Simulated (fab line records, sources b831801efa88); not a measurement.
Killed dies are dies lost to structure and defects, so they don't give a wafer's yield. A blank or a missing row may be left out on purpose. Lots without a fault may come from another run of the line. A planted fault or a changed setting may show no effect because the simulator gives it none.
Which tool did it? | flow gf180mcu | 6 lots, 16 wafers sampled, at 2 steps of a route of 602

WHAT THE GAUGES READ, wafer by wafer
GF_POLY_GATE_CD_MEAS_10: target cd 280 nm.
lot  | measured     | on        | cd_nm (nm)
L536 | day 9 20:47  | cd_sem-02 | 280.0 280.9 280.5
L539 | day 10 16:47 | cd_sem-01 | 281.1 280.1 279.5
L541 | day 11 07:56 | cd_sem-01 | 279.8 279.5 281.5
L546 | day 12 21:20 | cd_sem-02 | 279.5 239.4 279.5 239.1
L548 | day 13 08:31 | cd_sem-01 | 278.7 237.9 278.8 237.8
L556 | day 15 22:23 | cd_sem-02 | 278.7 278.1 278.2

WHICH TOOL RAN EACH LOT (tool, then ch and the chambers of the sampled wafers, then the start)
lot  | GF_POLY_GATE_EXPOSE_07
L536 | krf_scanner-02 ch 0, day 9 12:31
L539 | krf_scanner-01 ch 0, day 10 08:02
L541 | krf_scanner-02 ch 0, day 10 23:02
L546 | krf_scanner-02 ch 0, day 12 11:45
L548 | krf_scanner-02 ch 0, day 12 23:10
L556 | krf_scanner-01 ch 0, day 15 13:31
- GF_POLY_GATE_EXPOSE_07: exposes mask Poly2, target cd 280 nm.

THE ANSWER, worked out from the rows above alone
Rule: what is usual is taken from the lots themselves. Put in order of their means at a reading, lots are off if they are a third of the lots or fewer, leave a main group of 4 or more, and stand apart from it by a gap of 3 or more times the standard deviation of the main group's means; of several such gaps the widest counts. A main group whose means are all the same, to the digits that the tables above print for the reading, isn't used. A lot without any number at a reading at which 4 lots or more have one is off too. The other lots that the step has rows for count as sound.
Off: L546, L548, at GF_POLY_GATE_CD_MEAS_10 (cd_nm). The main group: mean 279.8 nm, standard deviation 0.87.
A tool fits if, at a process step before that reading, it ran every lot that is off, and no sound lot after the first of them. The gauges at GF_POLY_GATE_CD_MEAS_10 are tried like those tools. One fits: krf_scanner-02 at GF_POLY_GATE_EXPOSE_07. Its last sound lot is L541 (day 10 23:02), its first lot that is off L546 (day 12 11:45): a fault that began between those two fits.

WHAT THE SIMULATOR HAD PUT IN
Process parameter drift: krf_scanner-02, from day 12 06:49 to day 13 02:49, at GF_POLY_GATE_EXPOSE_07. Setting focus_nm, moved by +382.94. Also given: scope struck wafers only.
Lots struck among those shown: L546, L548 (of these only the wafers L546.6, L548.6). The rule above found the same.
